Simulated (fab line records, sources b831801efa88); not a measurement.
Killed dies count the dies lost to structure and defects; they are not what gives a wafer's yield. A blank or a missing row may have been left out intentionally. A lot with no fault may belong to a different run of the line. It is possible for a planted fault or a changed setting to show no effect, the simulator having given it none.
fab line records    flow sky130    part 2 of 2: steps 27 to 38 of 38
[record] lots = 5  wafers = 15  lastDay = 49
route steps=708 shown FIELD_ISO@1 NWELL@32 DNWELL@35
lots that met no fault: from a run of the same line without faults
startH: the number of hours between the record's first day and the start of the first shown wafer of the lot    waitH: time in hours since the lot's previous step    " repeats the value in the row above    L1.1+2: a row that stands for several wafers    - no value, or no start given    * or withheld: withheld    < > ~ a bound
route shown NAME@n: NAME is a module with steps in the file, n the number in the route of the first one    usual: the fault-free wafers' mean and standard deviation    same: alike in all rows    chamber/n: place in a boat    sites: readings site by site    _std_site: how widely they spread, as a standard deviation    _edge_site: outer sites' mean less inner sites'    radiusMm: how far each site lies from the wafer's centre    mask NAME#n: copy n    behind: tool/chamber where the wafer was last shaped    hold: reason for holding the lot/hours on hold/outcome of the hold    device: the transistor (n, p or np) that didn't switch    end of line: tests of these same wafers at the route's end    where a step has no rows: the recipe by itself    killed: at the first sort, the dies lost to defects and structure; wafer yield is something else    map: a wafer's dies, x killed, . not, _ none there
set.NAME: the setting the step ran with; set.NAME@STEP: the setting that earlier step ran with    model.NAME: the simulator's own value behind a step, which no gauge read
a table for each step, a row for each wafer; lots at some steps of the route
services: a tool's chamber out of use, with start hour (startH, from the record's first day; less than 0 if before it), hours out, and reason
[[steps]]
[step SKY_FIELD_ISO_ANNEAL_26]
[recipe] tempC = 1000  timeS = 1800  ambient = N2
[usual] tube_center_temp_C_max = 1002.5/0.45  zonePowerCentrePct = 22.9/0.68  zonePowerUpperPct = 22.2/0.42
lot.wafer  tool        chamber  startH  waitH  tube_center_temp_C_max  zonePowerCentrePct  zonePowerUpperPct
L077.1     furnace-02  0        47.68   0.1    1002.6                  23.8                21.7
L077.2     "           0        "       "      1002.6                  23.4                21.5
L077.6     "           0        "       "      1002.1                  23.7                21.8
L078.3     furnace-01  0        54.51   0.4    1003.1                  22.4                22.2
L078.4     "           0        "       "      1002.4                  22.4                22.2
L078.6     "           0        "       "      1002.3                  22.5                22.3
L085.1     furnace-02  0        92.23   4.3    1002.3                  23.6                21.9
L085.2     "           0        "       "      1003.2                  24.2                21.9
L085.6     "           0        "       "      1002.7                  23.8                21.8
L092.3     furnace-02  0        128.33  0.4    1002.4                  23.6                21.9
L092.4     "           0        "       "      1002.5                  23.7                21.8
L092.5     "           0        "       "      1001.9                  23.9                21.7
L093.2     furnace-01  0        131.96  0.8    1004.0                  22.3                22.8
L093.4     "           0        "       "      1002.7                  22.7                22.3
L093.5     "           0        "       "      1002.5                  22.2                22.5
[step SKY_FIELD_ISO_CMP_27]
[recipe] stopOn = Si3N4  tOverpolishS = 16  downForcePsi = 4  platenRpm = 60  targetThkNm = 457.8  padVelocityMS = 0.94248
[usual] motorCurrentA = 12.1/0.77  overpolishRunS = 15.999/0.0083  timeToEndpointS = 115/3.3
lot.wafer  tool    chamber  startH  waitH  motorCurrentA  overpolishRunS  timeToEndpointS
L077.2     cmp-01  3        49.18   0.0    12.1           15.995          117
L077.1     "       2        "       "      11.6           15.989          115
L077.6     "       3        "       "      11.9           16.005          117
L078.3     cmp-02  1        56.06   0.1    14.5           16.003          115
L078.4     "       2        "       "      12.0           16.001          122
L078.6     "       0        "       "      12.3           15.990          115
L085.1     cmp-01  1        93.78   0.1    11.8           16.002          116
L085.2     "       2        "       "      12.4           16.007          116
L085.6     "       0        "       "      11.5           16.003          113
L092.3     cmp-02  0        129.83  0.0    13.0           16.001          110
L092.4     "       2        "       "      11.1           15.994          121
L092.5     "       1        "       "      14.9           15.995          111
L093.2     cmp-01  2        133.51  0.1    12.0           15.999          112
L093.4     "       3        "       "      12.5           15.991          115
L093.5     "       2        "       "      12.0           15.986          113
[step SKY_FIELD_ISO_WET_ETCH_28]
[recipe] chemistry = dHF  targetDepthNm = 23.7  target = SiO2  dilution = 10:1  tempC = 25  timeS = 47
lot.wafer   tool         chamber  startH  waitH
L077.1+2+6  wetBench-03  0        49.48   0.1
L078.3+4+6  wetBench-03  0        56.31   0.2
L085.1+2+6  wetBench-01  3        94.03   0.2
L092.3+4+5  wetBench-03  2        130.13  0.2
L093.2+4+5  wetBench-01  3        133.76  0.2
[step SKY_FIELD_ISO_WET_ETCH_29]
[recipe] chemistry = H3PO4  targetDepthNm = 160  target = Si3N4  tempC = 160  timeS = 1825
lot.wafer   tool         chamber  startH  waitH
L077.1+2+6  wetBench-04  1        49.50   0.0
L078.3+4+6  wetBench-04  3        56.33   0.0
L085.1+2+6  wetBench-03  2        94.07   0.0
L092.3+4+5  wetBench-01  3        130.15  0.0
L093.2+4+5  wetBench-04  1        133.78  0.0
[step SKY_FIELD_ISO_WET_ETCH_30]
[recipe] chemistry = dHF  targetDepthNm = 25  target = SiO2  dilution = 10:1  tempC = 25  timeS = 50
lot.wafer   tool         chamber  startH  waitH
L077.1+2+6  wetBench-03  0        50.01   0.0
L078.3+4+6  wetBench-01  2        56.90   0.0
L085.1+2+6  wetBench-04  0        94.59   0.0
L092.3+4+5  wetBench-04  1        130.71  0.0
L093.2+4+5  wetBench-04  1        134.29  0.0
[step SKY_NWELL_CLEAN_00]
[recipe] chemistry = SC1/SC2  mix = 1:4:20  tempC = 70  timeS = 150  dry = n2Spin
lot.wafer   tool         chamber  startH  waitH
L077.1+2+6  wetBench-01  2        50.04   0.0
L078.3+4+6  wetBench-03  3        56.92   0.0
L085.1+2+6  wetBench-01  3        94.61   0.0
L092.3+4+5  wetBench-03  1        130.73  0.0
L093.2+4+5  wetBench-04  3        134.32  0.0
[step SKY_NWELL_OXIDATION_01]
[recipe] tempC = 900  ambient = O2  stabiliseS = 600  purgeS = 300  targetThkA = 100  oxTimeS = 1418
[usual] tube_center_temp_C_max = 902.3/0.35  zonePowerCentrePct = 18.3/0.57  zonePowerUpperPct = 17.4/0.36
lot.wafer  tool        chamber  startH  waitH  tube_center_temp_C_max  zonePowerCentrePct  zonePowerUpperPct
L077.1     furnace-02  0        50.09   0.0    902.2                   18.7                16.8
L077.2     "           0        "       "      902.5                   18.7                17.1
L077.6     "           0        "       "      902.3                   19.0                17.3
L078.3     furnace-02  0        56.98   0.0    901.9                   18.8                17.0
L078.4     "           0        "       "      902.5                   18.7                17.0
L078.6     "           0        "       "      902.8                   18.6                17.1
L085.1     furnace-01  0        98.56   3.8    902.3                   17.7                17.7
L085.2     "           0        "       "      902.0                   17.5                17.8
L085.6     "           0        "       "      901.8                   17.8                17.7
L092.3     furnace-02  0        131.05  0.3    902.3                   18.7                17.1
L092.4     "           0        "       "      902.0                   18.4                17.1
L092.5     "           0        "       "      902.4                   19.0                17.1
L093.2     furnace-02  0        134.37  0.0    902.5                   18.8                17.4
L093.4     "           0        "       "      902.4                   18.8                17.3
L093.5     "           0        "       "      902.9                   18.3                17.2
[step SKY_NWELL_THK_MEAS_02]
[recipe] reads = SiO2_of_NWELL_OXIDATION_01
[usual] NWELL_OXIDATION_THK = 9.94/0.19
lot.wafer  tool          chamber  startH  waitH  NWELL_OXIDATION_THK[nm]
L077.1     filmMetro-02  -        51.48   0.0    9.86
L077.2     "             -        "       "      9.87
L077.6     "             -        "       "      9.91
L078.3     filmMetro-03  -        58.39   0.0    9.96
L078.4     "             -        "       "      9.82
L078.6     "             -        "       "      9.84
L085.1     filmMetro-02  -        99.95   0.0    9.94
L085.2     "             -        "       "      10.09
L085.6     "             -        "       "      9.87
L092.3     filmMetro-03  -        132.47  0.0    10.11
L092.4     "             -        "       "      10.26
L092.5     "             -        "       "      10.34
L093.2     filmMetro-03  -        135.77  0.0    10.15
L093.4     "             -        "       "      10.14
L093.5     "             -        "       "      10.10
[step SKY_DNWELL_DEHYDRATE_00]
[recipe] tempC = 200  timeS = 60
[usual] heaterPowerTotalW = 160.37/0.13
lot.wafer  tool           chamber  startH  waitH  heaterPowerTotalW
L077.1     lithoTrack-02  0        58.57   7.1    160.33
L077.2     "              0        "       "      160.36
L077.6     "              0        "       "      160.25
L078.3     lithoTrack-04  0        66.14   7.7    160.52
L078.4     "              0        "       "      160.25
L078.6     "              0        "       "      160.22
L085.1     lithoTrack-03  0        106.82  6.9    160.27
L085.2     "              0        "       "      160.36
L085.6     "              0        "       "      160.30
L092.3     lithoTrack-03  0        141.47  9.0    160.56
L092.4     "              0        "       "      160.43
L092.5     "              0        "       "      160.23
L093.2     lithoTrack-04  0        145.31  9.5    160.21
L093.4     "              0        "       "      160.57
L093.5     "              0        "       "      160.27
[step SKY_DNWELL_HMDS_01]
[recipe] primeTimeS = 60  primeTempC = 120
lot.wafer   tool           chamber  startH  waitH
L077.1+2+6  lithoTrack-02  0        58.72   0.1
L078.3+4+6  lithoTrack-04  0        66.29   0.1
L085.1+2+6  lithoTrack-03  0        106.97  0.1
L092.3+4+5  lithoTrack-03  0        141.62  0.1
L093.2+4+5  lithoTrack-04  0        145.46  0.1
[step SKY_DNWELL_COAT_02]
[recipe] spinRpm = 2000  resistThkNm = 3000
lot.wafer   tool           chamber  startH  waitH
L077.1+2+6  lithoTrack-02  0        58.87   0.1
L078.3+4+6  lithoTrack-04  0        66.44   0.1
L085.1+2+6  lithoTrack-03  0        107.12  0.1
L092.3+4+5  lithoTrack-03  0        141.77  0.1
L093.2+4+5  lithoTrack-04  0        145.61  0.1
[step SKY_DNWELL_SOFTBAKE_03]
[recipe] tempC = 110  timeS = withheld
[usual] heaterPowerTotalW = 65.34/0.13
lot.wafer  tool           chamber  startH  waitH  heaterPowerTotalW
L077.1     lithoTrack-02  0        59.02   0.1    65.28
L077.2     "              0        "       "      65.38
L077.6     "              0        "       "      65.27
L078.3     lithoTrack-04  0        66.60   0.1    65.14
L078.4     "              0        "       "      65.35
L078.6     "              0        "       "      65.48
L085.1     lithoTrack-03  0        107.27  0.1    65.15
L085.2     "              0        "       "      65.40
L085.6     "              0        "       "      65.12
L092.3     lithoTrack-03  0        141.94  0.1    65.16
L092.4     "              0        "       "      65.36
L092.5     "              0        "       "      65.48
L093.2     lithoTrack-04  0        145.77  0.1    65.27
L093.4     "              0        "       "      65.52
L093.5     "              0        "       "      65.41
[[services]]
tool            chamber  startH  hours  kind
rieSi-01        -        3.76    4.2    repair
rieDiel-04      1        6.39    10.0   repair
krfScanner-02   -        10.78   3.6    pm
furnace-01      -        25.60   3.5    pm
rieDiel-04      2        33.70   6.4    repair
rieDiel-04      0        36.18   4.2    repair
wetBench-04     -        38.38   2.4    repair
rieDiel-02      3        43.15   8.2    repair
rieDiel-02      2        57.55   1.5    repair
krfScanner-02   -        61.15   4.0    pm
hdpcvd-02       -        66.75   15.0   pm
hdpcvd-02       2        71.52   5.4    repair
rieDiel-04      3        72.44   4.5    repair
krfScanner-02   -        74.88   0.8    pm
furnace-01      -        79.92   3.2    pm
hdpcvd-02       -        82.48   0.9    repair
plasmaAsher-03  -        95.94   0.7    repair
hdpcvd-02       2        101.66  5.3    repair
plasmaAsher-03  -        108.75  9.0    pm
furnace-02      -        111.83  3.4    pm
rieDiel-02      0        123.42  4.0    repair
krfScanner-02   -        127.01  0.3    repair
krfScanner-02   -        128.32  1.0    pm
cmp-01          -        129.46  2.7    repair
